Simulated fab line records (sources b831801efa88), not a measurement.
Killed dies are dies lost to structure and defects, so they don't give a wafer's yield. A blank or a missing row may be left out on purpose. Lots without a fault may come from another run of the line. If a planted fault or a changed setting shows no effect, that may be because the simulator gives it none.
Chamber matching    flow sky130    cmp-02 running SKY_VIA1_CMP_02: 4 sister chambers
The step polishes SiO2. 8 wafers are shown with their chamber, then 12 later ones without.

WAFERS, EACH WITH ITS CHAMBER
wafer   chamber  motor_current_A (A)  head_pressure_psi (psi)
L082.4  2        13.6                 4.015
L084.2  1        10.6                 3.990
L085.1  2        12.6                 3.996
L085.3  0        12.1                 3.999
L085.4  3        12.9                 3.993
L086.2  3        14.1                 4.008
L086.3  1        10.7                 3.997
L086.5  0        12.2                 4.000

WAFERS WITHOUT THEIR CHAMBER
wafer   motor_current_A (A)  head_pressure_psi (psi)
L087.2  12.5                 4.005
L087.4  10.7                 4.013
L087.6  10.9                 3.998
L092.3  10.9                 4.003
L092.5  10.5                 3.999
L092.6  12.1                 4.009
L093.1  12.7                 3.996
L093.3  13.1                 3.996
L093.6  13.8                 3.995
L094.3  11.9                 3.997
L094.4  13.0                 3.995
L094.6  11.9                 4.006

CHAMBER TAKEN BY EACH
wafer   from the rows above           in truth
L087.2  can't be placed: 0 or 2 or 3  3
L087.4  can't be placed: 1 or 0       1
L087.6  can't be placed: 1 or 0       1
L092.3  can't be placed: 1 or 0       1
L092.5  1                             1
L092.6  can't be placed: 0 or 2 or 3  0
L093.1  can't be placed: 0 or 2 or 3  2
L093.3  can't be placed: 3 or 2 or 0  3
L093.6  can't be placed: 3 or 2       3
L094.3  can't be placed: 0 or 1 or 2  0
L094.4  can't be placed: 3 or 2 or 0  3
L094.6  can't be placed: 0 or 2 or 1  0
Correct placement for 1 of the 12. Unplaceable from these rows: 11, with the true chamber sitting among the candidates in 11. 0 placed wrongly.
How it was worked out, from the rows above alone: a wafer's distance from a chamber is the root of the sum, over the readings, of the square of ((its reading less the chamber's mean) divided by the reading's scatter). If the next closest chamber is less than 2 further off than the closest, the wafer can't be placed; otherwise it belongs to the closest. The mean given for a chamber averages the wafers shown for that chamber. The scatter is the square root of a quotient: the sum, over the shown wafers, of each reading's squared deviation from its chamber's mean, divided by wafers minus chambers.
